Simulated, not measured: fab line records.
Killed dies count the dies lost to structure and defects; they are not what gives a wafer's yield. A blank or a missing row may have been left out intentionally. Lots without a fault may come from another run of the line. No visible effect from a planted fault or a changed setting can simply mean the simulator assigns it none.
Matching of chambers ; flow sky130 ; 4 sister chambers for SKY_FIELD_ISO_ETCH_17 on rie-si-02
The step etches Si in HBr/Cl2/O2, target depth 342 nm, time 97.7 s. 8 wafers are shown with their chamber, then 10 later ones without.

== WAFERS PAIRED WITH THEIR CHAMBERS ==
wafer;chamber;oes-product-au (a.u.);O2_flow_sccm (sccm)
L240.2;2;0.990;6.017
L241.6;2;0.991;5.998
L242.5;3;0.999;5.979
L244.4;0;1.001;5.994
L244.5;1;0.986;5.991
L244.6;3;0.992;5.985
L247.3;0;0.997;5.966
L247.4;1;0.981;6.006

== WAFERS WITHOUT THEIR CHAMBER ==
wafer;oes-product-au (a.u.);O2_flow_sccm (sccm)
L247.5;0.992;5.979
L252.1;0.980;6.022
L252.3;1.006;6.001
L252.5;0.990;6.001
L255.1;0.994;6.003
L255.5;1.002;6.000
L255.6;1.009;5.982
L257.1;1.015;6.026
L257.4;1.001;6.012
L257.6;1.010;5.988

== EACH ONE'S CHAMBER ==
wafer;from the rows above;in truth
L247.5;can't be placed: 3 or 0 or 2 or 1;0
L252.1;can't be placed: 1 or 2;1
L252.3;can't be placed: 0 or 3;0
L252.5;can't be placed: 2 or 1 or 3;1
L255.1;can't be placed: 2 or 3 or 0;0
L255.5;can't be placed: 0 or 3 or 2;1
L255.6;can't be placed: 0 or 3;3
L257.1;can't be placed: 0 or 3 or 2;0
L257.4;can't be placed: 0 or 3 or 2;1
L257.6;can't be placed: 0 or 3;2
Correctly placed: 0 of 10. Cannot be placed on the basis of these rows: 10; the candidates contain the true chamber in 7. Placed wrongly: 0.
How it was worked out, from the rows above alone: a wafer's distance from a chamber is the root of the sum, over the readings, of the square of ((its reading less the chamber's mean) divided by the reading's scatter). If the next closest chamber is less than 2 further off than the closest, the wafer can't be placed; otherwise it belongs to the closest. Each chamber's mean is taken over the wafers shown for it. The scatter: the root of (the sum of the squares of (reading less its chamber's mean) over the shown wafers, divided by (wafers less chambers)).
